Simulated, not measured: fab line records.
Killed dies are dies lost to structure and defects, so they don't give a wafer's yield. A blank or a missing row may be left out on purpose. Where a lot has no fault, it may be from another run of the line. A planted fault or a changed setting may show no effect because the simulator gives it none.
Problem report in the 8D (eight disciplines) form, filled by code | flow sky130 | the parts of the form that need people (team, actions taken, sign-off) are left out

## 1. THE PROBLEM
heaterPowerTotalW at SKY_CAP2M_SOFTBAKE_08 reads a mean of 59.63 W on 6 wafers of 2 lots; wafers without a fault read 56.60 W with a standard deviation of 0.042. Relative to the usual mean, that is a shift of +72 standard deviations.
The step: time 60 s.
The first sign was on wafer L825.1 at day 46 02:43, on lithoTrack-04. At this step, 33 wafers from 11 lots have a number in the record. Rule for "out", or "out of limits": more than 4 standard deviations from the usual mean. All remaining wafers that have a number are taken as sound.

## 2. WHAT IT IS AND WHAT IT IS NOT
question                    | is                            | is not
which readings at this step | heaterPowerTotalW, plateTempC | -
which lots                  | L825, L826                    | L812, L813, L814, L815, L816, L817, L818, L819, L821
which wafers of those lots  | all that have a number        | -
read on which tools         | lithoTrack-04                 | lithoTrack-02, lithoTrack-03
when                        | from day 46 02:43             | up to then (27 sound wafers)

## 3. WHAT RULES OUT EACH SUSPECT
Counting: any tool at a process step up to the reading is kept as a suspect provided that every lot that is out went through it and no sound lot did after the first of them.
- lithoTrack-04 at SKY_CAP2M_SOFTBAKE_08 (time 60 s): kept. It processed each lot that is out, first L825 at day 46 02:43, and no sound lot thereafter; up to then, the last sound lot it processed was L818 at day 43 23:44. Its own readings are out on those wafers: heaterPowerTotalW, plateTempC.
Left after counting: lithoTrack-04 at SKY_CAP2M_SOFTBAKE_08.

## 4. THE CAUSE (what the simulator had put in)
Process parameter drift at SKY_CAP2M_SOFTBAKE_08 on lithoTrack-04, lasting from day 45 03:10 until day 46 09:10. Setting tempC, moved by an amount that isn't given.
After counting, this tool was the only one left.

## 5. THE EFFECT CHAIN, in route order
One row per reading whose mean, taken over the struck wafers that have a number, lies over 3 standard deviations from the usual. Readings are gone through only where the record gives a usual standard deviation; hours: the median, over the lots, of the time from a lot's start at the first step in this table giving one to that lot's start at this step; sigmas: the change measured in usual standard deviations.
hours | step                  | reading              | usual   | on struck wafers | change | sigmas
0     | SKY_CAP2M_SOFTBAKE_08 | heaterPowerTotalW    | 56.60 W | 59.63            | +3.03  | +72
0     | SKY_CAP2M_SOFTBAKE_08 | plateTempC           | 90.00 C | 93.42            | +3.42  | +26
10    | SKY_CAP2M_STRIP_14    | stripTimeToEndpointS | 12.65 s | 12.50            | -0.15  | -3.8
It contains these process steps:
- SKY_CAP2M_SOFTBAKE_08: time 60 s.
- SKY_CAP2M_STRIP_14: strips in O2/N2.

## 6. HOW IT WOULD HAVE BEEN CAUGHT EARLIER
24 hours passed between the start of the fault at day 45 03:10 and the first reading out of limits in this record, taken at day 46 02:43.
